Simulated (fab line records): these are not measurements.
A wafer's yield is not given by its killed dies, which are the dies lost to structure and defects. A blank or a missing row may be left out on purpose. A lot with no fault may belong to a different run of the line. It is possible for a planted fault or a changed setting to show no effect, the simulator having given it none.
The tool behind it: which one? / flow sky130 / 6 lots, 18 wafers sampled, at 2 steps of a route of 708

## WHAT THE GAUGES SHOWED, per wafer
SKY_GATE_OXIDE_THK_MEAS_02.
lot=L283; measured=day 14 09:01; on=film metro-02; GATE_OXIDE_OXIDATION_00_THK (nm)=10.48 10.37 10.58
lot=L285; measured=day 14 20:55; on=film metro-01; GATE_OXIDE_OXIDATION_00_THK (nm)=10.21 10.12 10.36
lot=L287; measured=day 15 05:35; on=film metro-03; GATE_OXIDE_OXIDATION_00_THK (nm)=10.17 10.17 10.20
lot=L289; measured=day 15 19:52; on=film metro-03; GATE_OXIDE_OXIDATION_00_THK (nm)=10.28 10.46 10.29
lot=L297; measured=day 19 01:35; on=film metro-02; GATE_OXIDE_OXIDATION_00_THK (nm)=9.92 10.02 10.00
lot=L301; measured=day 20 13:53; on=film metro-02; GATE_OXIDE_OXIDATION_00_THK (nm)=10.48 10.55 10.53

## WHAT TOOL EACH LOT RAN ON (gives the tool, then ch and the chambers of the sampled wafers, and finally the start)
lot=L283; SKY_GATE_OXIDE_OXIDATION_01=furnace-02 ch 0, day 14 07:37
lot=L285; SKY_GATE_OXIDE_OXIDATION_01=furnace-01 ch 0, day 14 19:31
lot=L287; SKY_GATE_OXIDE_OXIDATION_01=furnace-01 ch 0, day 15 04:09
lot=L289; SKY_GATE_OXIDE_OXIDATION_01=furnace-02 ch 0, day 15 18:28
lot=L297; SKY_GATE_OXIDE_OXIDATION_01=furnace-01 ch 0, day 19 00:10
lot=L301; SKY_GATE_OXIDE_OXIDATION_01=furnace-02 ch 0, day 20 12:27
- SKY_GATE_OXIDE_OXIDATION_01: stabilise 600 s, purge 300 s, target thk 10.268 nm.

## THE ANSWER, worked out from the rows above alone
Rule: the usual values come from the lots themselves. Put in order of their means at a reading, lots are off if they are a third of the lots or fewer, leave a main group of 4 or more, and stand apart from it by a gap of 3 or more times the standard deviation of the main group's means; of several such gaps the widest counts. A main group whose means are all the same, to the digits that the tables above print for the reading, isn't used. Also off: a lot with no number at a reading for which 4 or more lots have one. Any other lot the step has rows for is counted as sound.
No lot is off at any reading shown: from this, nothing can be told.

## WHAT THE SIMULATOR HAD PUT IN
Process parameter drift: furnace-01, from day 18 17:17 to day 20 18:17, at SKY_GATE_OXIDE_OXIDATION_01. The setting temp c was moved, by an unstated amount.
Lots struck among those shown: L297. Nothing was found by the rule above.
